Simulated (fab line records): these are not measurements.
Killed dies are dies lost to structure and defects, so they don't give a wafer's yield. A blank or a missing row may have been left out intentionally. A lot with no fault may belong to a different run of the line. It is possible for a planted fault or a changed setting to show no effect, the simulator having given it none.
Which of the tools did it? :: flow gf180mcu :: 36 wafers sampled from 12 lots at 1 step of a route of 602

WHAT EACH GAUGE READ, for each wafer
GF_STI_THK_MEAS_02.
lot: L075
measured: day 1 16:31
on: film metro-02
STI_OXIDATION_THK (nm): 10.24 10.25 10.24

lot: L077
measured: day 2 02:32
on: film metro-03
STI_OXIDATION_THK (nm): 10.07 10.10 9.95

lot: L079
measured: day 2 12:53
on: film metro-01
STI_OXIDATION_THK (nm): 10.47 10.51 10.46

lot: L081
measured: day 2 22:31
on: film metro-01
STI_OXIDATION_THK (nm): 10.22 10.47 10.19

lot: L083
measured: day 3 08:31
on: film metro-03
STI_OXIDATION_THK (nm): 10.29 10.30 10.21

lot: L085
measured: day 3 18:31
on: film metro-01
STI_OXIDATION_THK (nm): 10.26 10.36 10.20

lot: L087
measured: day 4 04:31
on: film metro-03
STI_OXIDATION_THK (nm): 10.09 10.21 10.25

lot: L089
measured: day 4 14:43
on: film metro-01
STI_OXIDATION_THK (nm): 10.23 10.20 10.11

lot: L091
measured: day 5 00:31
on: film metro-01
STI_OXIDATION_THK (nm): 10.43 10.48 10.31

lot: L093
measured: day 5 10:31
on: film metro-02
STI_OXIDATION_THK (nm): 10.17 10.33 10.16

lot: L095
measured: day 5 20:31
on: film metro-03
STI_OXIDATION_THK (nm): 10.63 10.50 10.56

lot: L097
measured: day 6 06:32
on: film metro-02
STI_OXIDATION_THK (nm): 10.72 10.61 10.81

WHICH TOOL RAN EACH LOT (tool, then ch and the chambers of the sampled wafers, then the start)
Record: no process step prior to these readings.

THE ANSWER, worked out from the rows above alone
Rule: what is usual is taken from the lots themselves. The widest of any qualifying gaps counts: lots, ordered by their means at a reading, are off when they make up no more than a third of the lots, leave a main group of 4 or more, and stand apart from it by 3 or more times the standard deviation of that group's means. If all means in a main group match to the digits the tables above print for the reading, that group is not used. Also off: a lot with no number at a reading for which 4 or more lots have one. The other lots that the step has rows for count as sound.
Nothing can be told from this: no lot is off at any reading shown.

WHAT THE SIMULATOR HAD INSERTED
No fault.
